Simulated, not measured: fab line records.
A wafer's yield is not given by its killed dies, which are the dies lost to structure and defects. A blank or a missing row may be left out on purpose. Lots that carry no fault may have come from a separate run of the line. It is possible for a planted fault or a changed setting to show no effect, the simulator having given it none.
Which tool is to blame? -- flow gf180mcu -- Sampling: 12 lots, 36 wafers, 3 of 602 route steps

WHAT THE GAUGES SHOWED, per wafer
GF_M5_CD_MEAS_07: the cd target is 280 nm.
lot,measured,on,cd nm (nm)
L075,day 26 23:07,cd sem-02,280.0 280.2 279.2
L077,day 27 07:09,cd sem-02,279.5 279.7 279.1
L079,day 28 00:27,cd sem-01,279.7 277.8 278.0
L081,day 28 19:39,cd sem-02,280.9 281.0 281.4
L083,day 29 01:31,cd sem-02,280.3 281.6 281.5
L085,day 29 17:54,cd sem-02,281.7 279.6 280.9
L087,day 30 06:27,cd sem-01,280.1 279.9 281.2
L089,day 31 02:00,cd sem-02,280.2 279.4 280.6
L091,day 31 12:22,cd sem-01,279.3 279.4 279.9
L093,day 32 02:33,cd sem-01,278.9 278.9 280.1
L095,day 32 09:31,cd sem-01,279.0 280.0 279.4
L097,day 33 02:12,cd sem-01,278.4 279.3 278.7

WHAT TOOL EACH LOT RAN ON (gives the tool, then ch and the chambers of the sampled wafers, and finally the start)
lot,GF_V4_ETCH_17,GF_MIM_METAL_ETCH_19
L075,"rie diel-01 ch 0,2,3, day 26 02:06 or earlier","rie metal-04 ch 0,1, day 26 02:06"
L077,"rie diel-04 ch 0,1,3, day 26 10:27 or earlier","rie metal-04 ch 0,1, day 26 10:27"
L079,"rie diel-04 ch 2,3, day 27 04:03 or earlier","rie metal-03 ch 0,1, day 27 04:03"
L081,"rie diel-02 ch 0,1,3, day 27 23:30 or earlier","rie metal-04 ch 0,1, day 27 23:30"
L083,"rie diel-04 ch 0,1,2, day 28 06:07 or earlier","rie metal-03 ch 0,1, day 28 06:07"
L085,"rie diel-02 ch 1,2,3, day 28 23:12 or earlier","rie metal-04 ch 0, day 28 23:12"
L087,"rie diel-02 ch 0,1,2, day 29 11:03 or earlier","rie metal-04 ch 0,1, day 29 11:03"
L089,"rie diel-02 ch 0,1,2, day 30 07:39 or earlier","rie metal-04 ch 0,1, day 30 07:39"
L091,"rie diel-02 ch 0,2,3, day 30 18:24 or earlier","rie metal-03 ch 0,1, day 30 18:24"
L093,"rie diel-01 ch 0,1,2, day 31 08:30 or earlier","rie metal-04 ch 0,1, day 31 08:30"
L095,"rie diel-02 ch 1,2,3, day 31 16:03 or earlier","rie metal-03 ch 1, day 31 16:03"
L097,"rie diel-01 ch 0,1,3, day 32 09:47 or earlier","rie metal-04 ch 0,1, day 32 09:47"
- GF_V4_ETCH_17: etches SiO2 in C4F8/O2/Ar, stops on TiN, target depth 630 nm.
- GF_MIM_METAL_ETCH_19: etches the open film in Cl2/BCl3, stops on Si3N4, target depth 324.5 nm, time 54.1 s.

THE ANSWER, worked out from the rows above alone
Rule: usual is defined by the lots themselves. The widest of any qualifying gaps counts: lots, ordered by their means at a reading, are off when they make up no more than a third of the lots, leave a main group of 4 or more, and stand apart from it by 3 or more times the standard deviation of that group's means. A main group whose means are all the same, to the digits that the tables above print for the reading, isn't used. A lot without any number at a reading at which 4 lots or more have one is off too. Any other lot the step has rows for is counted as sound.
Across all readings shown, no lot is off: no conclusion can be drawn from this.

WHAT WAS PUT IN BY THE SIMULATOR
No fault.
